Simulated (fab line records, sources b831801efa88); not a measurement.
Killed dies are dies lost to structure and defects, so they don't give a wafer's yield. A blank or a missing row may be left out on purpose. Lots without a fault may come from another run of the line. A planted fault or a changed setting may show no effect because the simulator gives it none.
fab line records | flow sky130 | part 2 of 2: steps 29 to 38 of 38
record lots=5 wafers=15 last_day=50
route steps=708 shown FIELD_ISO@19 NWELL@32 DNWELL@35 PWDE@45
lots that met no fault: from a run of the same line without faults
start_h: hours from the record's first day to the start of the lot's first wafer shown | wait_h: hours since the lot's step before | " the same as in the row above | L1.1+2: a row that stands for several wafers | - no value, or no start given | * or withheld: withheld | < > ~ a bound
route shown NAME@n: a module of which the file shows steps, and the number in the route of the first | usual: mean/standard deviation of fault-free wafers | same: alike in all rows | chamber/n: place in a boat | sites: the reading at each site | _std_site: their standard deviation | _edge_site: outer sites' mean less inner sites' | radius_mm: how far each site lies from the wafer's centre | mask NAME#n: copy n | behind: the tool/chamber that last shaped the wafer | hold: why the lot was held/for how many hours/how that ended | device: the transistor (n, p or np) that didn't switch | end of line: the same wafers' tests at the end of the route | a step without rows: its recipe alone | killed: dies lost to structure and defects at the first sort, not the wafer's yield | map: a wafer's dies, x killed, . not, _ none there
set.NAME: the setting as run; set.NAME@STEP: as run at that earlier step | model.NAME: the simulator's own value behind a step, which no gauge read
lots at some steps of the route; a table a step, a row a wafer
services: from which hour (start_h, from the record's first day; less than 0 if before it) a tool's chamber was out of use, for how many hours, and why
## steps
# step SKY_PWDE_COAT_02
# recipe spin_rpm=2000 resist_thk_nm=3000
# usual chill_plate_temp_C=23.01/0.12 dispense_pressure_kPa=48.3/1
# columns lot.wafer tool chamber start_h wait_h chill_plate_temp_C dispense_pressure_kPa
L074.1 litho_track-04 0 62.23 0.1 23.00 49.6
L074.2 " 0 " " 22.92 49.6
L074.5 " 0 " " 23.16 49.6
L084.3 litho_track-03 0 116.63 0.1 23.05 47.1
L084.4 " 0 " " 22.89 47.1
L084.5 " 0 " " 22.89 47.1
L090.2 litho_track-02 0 148.46 0.1 22.72 48.0
L090.4 " 0 " " 22.81 48.0
L090.5 " 0 " " 22.89 48.0
L095.2 litho_track-02 0 195.31 0.1 23.03 48.0
L095.3 " 0 " " 23.21 47.9
L095.5 " 0 " " 23.09 48.0
L096.1 litho_track-03 0 195.78 0.1 23.13 47.0
L096.3 " 0 " " 22.86 47.1
L096.4 " 0 " " 22.83 47.0
# step SKY_PWDE_SOFTBAKE_03
# recipe temp_c=110 time_s=withheld
# usual chill_plate_temp_C=22.98/0.12
# columns lot.wafer tool chamber start_h wait_h chill_plate_temp_C
L074.1 litho_track-04 0 62.38 0.1 22.96
L074.2 " 0 " " 23.06
L074.5 " 0 " " 23.11
L084.3 litho_track-03 0 116.79 0.1 22.68
L084.4 " 0 " " 22.72
L084.5 " 0 " " 22.75
L090.2 litho_track-02 0 148.62 0.1 22.75
L090.4 " 0 " " 23.12
L090.5 " 0 " " 22.96
L095.2 litho_track-02 0 195.47 0.1 22.89
L095.3 " 0 " " 22.95
L095.5 " 0 " " 22.94
L096.1 litho_track-03 0 195.93 0.1 22.95
L096.3 " 0 " " 23.11
L096.4 " 0 " " 22.88
# step SKY_PWDE_EXPOSE_04
# recipe mask_id=PWDEM na=0.6 source_shape=conventional sigma_outer=0.6 polarization=unpolarized target_cd_nm=840 dose_mj=214
# usual focus_offset_nm=0.1/0.52
# same sigma_outer=0.6
# columns lot.wafer tool chamber start_h wait_h mask focus_offset_nm
L074.1 iline_stepper-01 0 - - PWDEM#0 0.2
L074.2 " 0 " " PWDEM#0 0.6
L074.5 " 0 " " PWDEM#0 -0.1
L084.3 iline_stepper-01 0 - - PWDEM#0 0.4
L084.4 " 0 " " PWDEM#0 -0.6
L084.5 " 0 " " PWDEM#0 -0.6
L090.2 iline_stepper-02 0 - - PWDEM#0 0.5
L090.4 " 0 " " PWDEM#0 0.0
L090.5 " 0 " " PWDEM#0 0.5
L095.2 iline_stepper-02 0 - - PWDEM#0 0.1
L095.3 " 0 " " PWDEM#0 0.9
L095.5 " 0 " " PWDEM#0 -0.2
L096.1 iline_stepper-01 0 - - PWDEM#0 0.7
L096.3 " 0 " " PWDEM#0 0.6
L096.4 " 0 " " PWDEM#0 0.7
# step SKY_PWDE_PEB_05
# recipe temp_c=115 time_s=withheld
# usual chill_plate_temp_C=23.00/0.09
# columns lot.wafer tool chamber start_h wait_h chill_plate_temp_C
L074.1 litho_track-04 0 - - 22.95
L074.2 " 0 " " 23.03
L074.5 " 0 " " 22.94
L084.3 litho_track-02 0 - - 23.00
L084.4 " 0 " " 22.91
L084.5 " 0 " " 23.03
L090.2 litho_track-02 0 - - 22.80
L090.4 " 0 " " 22.92
L090.5 " 0 " " 22.89
L095.2 litho_track-03 0 - - 23.01
L095.3 " 0 " " 22.99
L095.5 " 0 " " 22.81
L096.1 litho_track-04 0 - - 23.05
L096.3 " 0 " " 23.01
L096.4 " 0 " " 23.03
# step SKY_PWDE_DEVELOP_06
# recipe wall_angle_deg=90 developer=TMAH develop_time_s=60 dev_temp_c=23
# usual chill_plate_temp_C=23.00/0.1
# columns lot.wafer tool chamber start_h wait_h chill_plate_temp_C
L074.1 litho_track-04 0 - - 23.10
L074.2 " 0 " " 22.95
L074.5 " 0 " " 22.96
L084.3 litho_track-02 0 - - 22.84
L084.4 " 0 " " 22.97
L084.5 " 0 " " 22.89
L090.2 litho_track-02 0 - - 23.04
L090.4 " 0 " " 23.02
L090.5 " 0 " " 22.96
L095.2 litho_track-03 0 - - 23.07
L095.3 " 0 " " 22.95
L095.5 " 0 " " 23.06
L096.1 litho_track-04 0 - - 22.85
L096.3 " 0 " " 22.93
L096.4 " 0 " " 23.09
# step SKY_PWDE_OVL_MEAS_07
# usual PWDE_OVL=0.8/1.5
# columns lot.wafer tool chamber start_h wait_h PWDE_OVL[nm]
L074.1 overlay-01 - 71.03 - 1.2
L074.2 " - " " 1.6
L074.5 " - " " 0.2
L084.3 overlay-01 - 125.85 - 0.6
L084.4 " - " " -1.4
L084.5 " - " " -2.3
L090.2 overlay-02 - 157.29 - 1.4
L090.4 " - " " 2.7
L090.5 " - " " 3.2
L095.2 overlay-02 - 206.78 - 2.1
L095.3 " - " " 0.0
L095.5 " - " " 2.1
L096.1 overlay-02 - 207.13 - 5.3
L096.3 " - " " 2.7
L096.4 " - " " 3.9
# step SKY_PWDE_IMPLANT_08
# recipe species=B energy_kev=150 dose_cm2=3.6e+12 tilt_deg=withheld
# usual beam_energy_keV=149.99/0.045 end_station_pressure_torr=5.01e-06/2.6e-07
# same implant_ion_amu=11
# columns lot.wafer tool chamber start_h wait_h beam_energy_keV end_station_pressure_torr
L074.1 implanter-03 0 71.07 0.0 149.93 5.11e-06
L074.2 " 0 " " 149.90 4.85e-06
L074.5 " 0 " " 149.97 4.74e-06
L084.3 implanter-03 0 125.96 0.1 149.95 5.11e-06
L084.4 " 0 " " 149.98 4.78e-06
L084.5 " 0 " " 149.94 4.95e-06
L090.2 implanter-02 0 157.35 0.0 149.96 4.83e-06
L090.4 " 0 " " 150.04 5.48e-06
L090.5 " 0 " " 149.96 5.06e-06
L095.2 implanter-02 0 206.84 0.0 149.99 5.28e-06
L095.3 " 0 " " 150.06 4.96e-06
L095.5 " 0 " " 149.97 4.57e-06
L096.1 implanter-04 0 207.17 0.0 150.04 5.2e-06
L096.3 " 0 " " 150.02 4.92e-06
L096.4 " 0 " " 150.05 5.07e-06
# step SKY_PWDE_STRIP_09
# recipe chemistry=O2/N2 power_w=1400 pressure_mtorr=1500 platen_temp_c=withheld o2_flow_sccm=3000 n2_flow_sccm=300 overash_fraction=0.5
# usual drypump_motor_current_A=5.7/0.38 oes_product_au=0.722/0.0049 strip_time_to_endpoint_s=36.93/0.11
# same overash_fraction=0.5
# columns lot.wafer tool chamber start_h wait_h drypump_motor_current_A oes_product_au rf_hours_counter_h strip_time_to_endpoint_s
L074.1 plasma_asher-03 1 71.22 0.1 5.1 0.728 27 36.89
L074.2 " 0 " " 6.2 0.722 27 37.01
L074.5 " 1 " " 5.2 0.716 - 36.90
L084.3 plasma_asher-04 0 126.10 0.1 5.7 0.728 - 36.98
L084.4 " 1 " " 5.7 0.728 - 36.91
L084.5 " 1 " " 5.7 0.724 - 36.89
L090.2 plasma_asher-03 1 157.47 0.1 5.2 0.723 36 36.83
L090.4 " 0 " " 6.2 0.723 - 36.86
L090.5 " 1 " " 5.2 0.723 - 36.89
L095.2 plasma_asher-04 0 206.96 0.1 5.7 0.717 52 36.97
L095.3 " 0 " " 5.7 0.719 - 36.78
L095.5 " 0 " " 5.8 0.723 - 36.84
L096.1 plasma_asher-03 0 207.32 0.1 6.2 0.720 40 36.90
L096.3 " 0 " " 6.2 0.723 - 37.05
L096.4 " 1 " " 5.2 0.731 - 37.03
# step SKY_PWDE_TW_MEAS_10
# usual PWDE_TW=377.6/1.8
# columns lot.wafer tool chamber start_h wait_h PWDE_TW
L074.1 film_metro-02 - 71.32 0.1 380.8
L074.2 " - " " 376.5
L074.5 " - " " 377.8
L084.3 film_metro-03 - 126.18 0.1 374.5
L084.4 " - " " 378.7
L084.5 " - " " 378.0
L090.2 film_metro-03 - 157.58 0.1 376.8
L090.4 " - " " 378.0
L090.5 " - " " 376.3
L095.2 film_metro-03 - 207.07 0.1 379.4
L095.3 " - " " 379.2
L095.5 " - " " 380.5
L096.1 film_metro-02 - 207.42 0.1 378.7
L096.3 " - " " 379.1
L096.4 " - " " 379.7
# step SKY_NWELL_DEHYDRATE_03
# recipe temp_c=200 time_s=60
# usual chill_plate_temp_C=22.99/0.11
# columns lot.wafer tool chamber start_h wait_h chill_plate_temp_C
L074.1 litho_track-03 0 78.53 7.2 22.93
L074.2 " 0 " " 23.09
L074.5 " 0 " " 22.99
L084.3 litho_track-01 0 135.09 8.9 22.83
L084.4 " 0 " " 23.05
L084.5 " 0 " " 22.85
L090.2 litho_track-03 0 166.90 9.3 23.02
L090.4 " 0 " " 23.00
L090.5 " 0 " " 22.90
L095.2 litho_track-03 0 216.95 9.9 23.06
L095.3 " 0 " " 22.94
L095.5 " 0 " " 23.01
L096.1 litho_track-03 0 217.58 10.1 22.73
L096.3 " 0 " " 22.90
L096.4 " 0 " " 22.90
## services
# columns tool chamber start_h hours kind
iline_stepper-01 - 10.85 2.1 pm
cmp-01 - 23.74 4.7 repair
plasma_asher-01 - 26.47 1.9 repair
iline_stepper-01 - 31.63 1.7 pm
plasma_asher-01 - 32.63 1.6 repair
furnace-02 - 35.44 4.2 pm
plasma_asher-01 - 35.59 2.5 repair
iline_stepper-01 - 41.42 5.4 repair
implanter-04 - 48.35 4.0 pm
hdpcvd-01 1 49.92 30.2 repair
iline_stepper-02 - 56.85 1.7 pm
cmp-01 - 62.48 1.4 repair
cmp-01 - 64.19 4.0 pm
iline_stepper-02 - 67.97 0.6 repair
implanter-04 - 71.71 1.5 repair
wet_bench-02 - 75.63 2.0 repair
furnace-01 - 113.47 2.7 pm
hdpcvd-01 1 129.01 3.6 repair
furnace-01 - 170.82 3.8 pm
furnace-01 - 174.59 3.7 pm
wet_bench-04 - 182.73 6.9 repair
hdpcvd-01 - 193.20 6.0 pm
implanter-02 - 196.37 4.7 pm
furnace-02 - 209.37 104.2 pm
